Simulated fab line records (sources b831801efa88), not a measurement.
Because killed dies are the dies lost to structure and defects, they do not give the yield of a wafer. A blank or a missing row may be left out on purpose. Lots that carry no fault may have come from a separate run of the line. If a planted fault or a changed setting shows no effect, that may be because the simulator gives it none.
Split-lot experiment -- flow sfq line -- 5 lots, 23 wafers read, on a route of 325 steps

## ON THE SPLIT
At SFQ_TRILAYER_I0_VIA_LITHO_COAT_036 (resist thk 62 nm), the setting resist thk nm was moved away from the recipe's 62 nm on 10 of the 23 wafers read, by -6.0% to +2.7%. All remaining wafers had this setting at the recipe value.

The reading is taken at the split's own step.

## THE READING
BARC_of_TRILAYER_I0_VIA_LITHO_COAT_036.thk nm (the simulator's own value, which no gauge read), in nm, at SFQ_TRILAYER_I0_VIA_LITHO_COAT_036 (resist thk 62 nm). There is no usual value for it anywhere in the file. The 13 wafers here that ran the recipe average 62.12 nm, standard deviation 0.065 nm.

wafer,"tool, chamber at the split","resist thk nm as run, nm",against the recipe,"BARC_of_TRILAYER_I0_VIA_LITHO_COAT_036.thk nm, nm",against lot-mates on the recipe
L074.3,"litho track-01, 0",62,recipe,62.15,-
L074.4,"litho track-01, 0",62,recipe,62.05,-
L074.5,"litho track-01, 0",62,recipe,62.04,-
L078.1,"litho track-03, 0",62,recipe,62.03,-
L078.4,"litho track-03, 0",62,recipe,62.03,-
L078.2,"litho track-03, 0",62,recipe,62.12,-
L078.5,"litho track-03, 0",59.05,-4.8%,59.08,-2.98
L078.6,"litho track-03, 0",59.05,-4.8%,59.2,-2.86
L079.1,"litho track-03, 0",63.66,+2.7%,63.8,+1.68
L079.2,"litho track-03, 0",63.66,+2.7%,63.7,+1.59
L079.3,"litho track-03, 0",62,recipe,62.13,-
L079.4,"litho track-03, 0",62,recipe,62.1,-
L079.6,"litho track-03, 0",63.66,+2.7%,63.88,+1.77
L083.1,"litho track-04, 0",58.29,-6.0%,58.29,-3.87
L083.2,"litho track-04, 0",58.29,-6.0%,58.56,-3.60
L083.4,"litho track-04, 0",62,recipe,62.11,-
L083.5,"litho track-04, 0",62,recipe,62.2,-
L083.6,"litho track-04, 0",62,recipe,62.18,-
L084.1,"litho track-01, 0",63.18,+1.9%,63.3,+1.09
L084.2,"litho track-01, 0",63.18,+1.9%,63.27,+1.06
L084.3,"litho track-01, 0",62,recipe,62.21,-
L084.4,"litho track-01, 0",62,recipe,62.21,-
L084.5,"litho track-01, 0",63.18,+1.9%,63.38,+1.17

THE FIT
A straight line over all 23 wafers: BARC_of_TRILAYER_I0_VIA_LITHO_COAT_036.thk nm changes by +0.622 nm for each +1% of resist thk nm; r = +1.00; the points scatter about the line by 0.077 nm.
The same after taking each lot's own level away (the mean of its wafers on the recipe; 23 wafers): +0.618 nm for each +1%; r = +1.00; scatter 0.07 nm.
On that fit, the largest move of resist thk nm shifts the reading by 3.7 nm.
From 62.060 to 62.210 nm: that is the span of the lots' own levels, equal to 2.3 times the standard deviation above.
The two slopes are in agreement: the lot-to-lot level therefore moves the slope only a little.
Check: with one of the wafers moved furthest among these (-6.0%) left out of the fit, the line predicts -3.65 nm for it against its lot-mates. Against them it came out at -3.87 nm.

## OTHER SPLITS APPLIED TO THESE WAFERS
Note: prior to the reading, these wafers also went through further splits. Each is held against what the fit with the lots' levels taken away leaves over:
other split on the same wafers,wafers away from the commonest value,r with BARC_of_TRILAYER_I0_VIA_LITHO_COAT_036.thk nm (lot level and that fit taken away)
SFQ_TRILAYER_INCOMING_OXIDATION_002 temp c,18,+0.06
SFQ_TRILAYER_L0_LITHO_PEB_008 peb time s,6,-0.26
SFQ_TRILAYER_L0_BARC_OPEN_METAL_ETCH_010 bias w,10,+0.39
SFQ_TRILAYER_L0_VIA_LITHO_PEB_016 peb temp c,7,-0.01
SFQ_TRILAYER_M0_DEP_SPUTTER_019 time s,11,-0.08
SFQ_TRILAYER_M0_LITHO_COAT_021 spin rpm,6,-0.14
SFQ_TRILAYER_M0_LITHO_PEB_024 peb temp c,11,+0.12

## THE FILE'S OWN FIT
BARC_of_TRILAYER_I0_VIA_LITHO_COAT_036.thk nm changes by +0.619 nm for each +1% of resist thk nm, r = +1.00.
